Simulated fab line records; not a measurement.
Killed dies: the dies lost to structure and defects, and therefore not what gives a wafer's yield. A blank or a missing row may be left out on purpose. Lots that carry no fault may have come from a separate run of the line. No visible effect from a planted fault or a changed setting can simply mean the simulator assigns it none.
Shared-tool check -- flow gf180mcu -- Sample size 11 lots and 33 wafers

REASON FOR OPENING
At GF_M1_CD_MEAS_14 the reading cdNm is flagged on 3 of 11 lots. No-fault wafers: 229.8 nm, standard deviation 1.1.
Rule: a lot is flagged in two cases, either no wafer of it has a number, or all its wafers with numbers fall more than 4 standard deviations from that mean. The rest of the lots are taken to be sound.

lot,measured,on,"cdNm (nm), wafer by wafer",flag
L269,day 18 07:13,cdSem-01,229.5 230.6 229.6,
L271,day 19 00:43,cdSem-02,231.0 229.5 229.6,
L272,day 19 21:44,cdSem-01,227.7 228.1 227.5,
L274,day 20 06:52,cdSem-01,227.5 228.6 228.8,
L275,day 20 13:49,cdSem-01,214.4 212.4 214.0,FLAGGED
L277,day 21 07:40,cdSem-01,217.6 217.1 218.6,FLAGGED
L278,day 21 14:17,cdSem-01,216.9 216.1 216.0,FLAGGED
L279,day 22 04:08,cdSem-02,227.6 227.8 228.5,
L285,day 23 20:13,cdSem-01,229.2 229.7 230.5,
L287,day 24 16:50,cdSem-01,230.5 230.9 231.4,
L288,day 24 23:18,cdSem-01,229.9 229.0 230.5,
Average over the flagged lots: 215.9 nm; offset from the usual -13.9 nm, equal to -13 standard deviations.

EACH LOT AND THE TOOL IT RAN ON
The record keeps 1 process step preceding the reading, out of 602 steps on the route. In each cell: the tool, then ch and the chambers that the sampled wafers went through, then the start.
lot,flag,GF_M1_PEB_12
L269,,"lithoTrack-01 ch 0, day 18 06:52"
L271,,"lithoTrack-04 ch 0, day 19 00:22"
L272,,"lithoTrack-02 ch 0, day 19 21:23"
L274,,"lithoTrack-02 ch 0, day 20 06:31"
L275,FLAGGED,"lithoTrack-02 ch 0, day 20 13:28"
L277,FLAGGED,"lithoTrack-02 ch 0, day 21 07:19"
L278,FLAGGED,"lithoTrack-02 ch 0, day 21 13:57"
L279,,"lithoTrack-04 ch 0, day 22 03:48"
L285,,"lithoTrack-01 ch 0, day 23 19:52"
L287,,"lithoTrack-04 ch 0, day 24 16:29"
L288,,"lithoTrack-02 ch 0, day 24 22:58"
What the steps here do:
- GF_M1_PEB_12: peb time 90 s.
- GF_M1_CD_MEAS_14: target cd 230 nm.

FLAGGED AGAINST TOTAL, ONE TOOL AT A TIME (gauges that did the reading follow at the end)
step,tool,lots run,flagged,share of the flagged lots,sound lots run after its first flagged lot
GF_M1_PEB_12,lithoTrack-01,2,0,none,-
GF_M1_PEB_12,lithoTrack-02,6,3,all,1 (L288)
GF_M1_PEB_12,lithoTrack-04,3,0,none,-
GF_M1_CD_MEAS_14,cdSem-01,9,3,all,"3 (L285,L287,L288)"
GF_M1_CD_MEAS_14,cdSem-02,2,0,none,-

WHAT THE TABLE ALLOWS
Table rows that saw every flagged lot: 2, namely lithoTrack-02 at GF_M1_PEB_12 and cdSem-01 at GF_M1_CD_MEAS_14.
- lithoTrack-02 at GF_M1_PEB_12 ran 6 lots, 3 of them flagged. Sound lots followed the first flagged one (L288) on it, something a lasting fault affecting the whole tool could not allow. Its own readings (heaterPowerTotalW, plateTempC) fall more than 4 standard deviations out on all wafers of the flagged lots.
- cdSem-01 at GF_M1_CD_MEAS_14 ran 9 lots, 3 of them flagged. Sound lots followed the first flagged one (L285, L287, L288) on it, something a lasting fault affecting the whole tool could not allow.
None of the table's rows ran every flagged lot and, after the first, no sound lot.

WHAT WAS PUT IN BY THE SIMULATOR
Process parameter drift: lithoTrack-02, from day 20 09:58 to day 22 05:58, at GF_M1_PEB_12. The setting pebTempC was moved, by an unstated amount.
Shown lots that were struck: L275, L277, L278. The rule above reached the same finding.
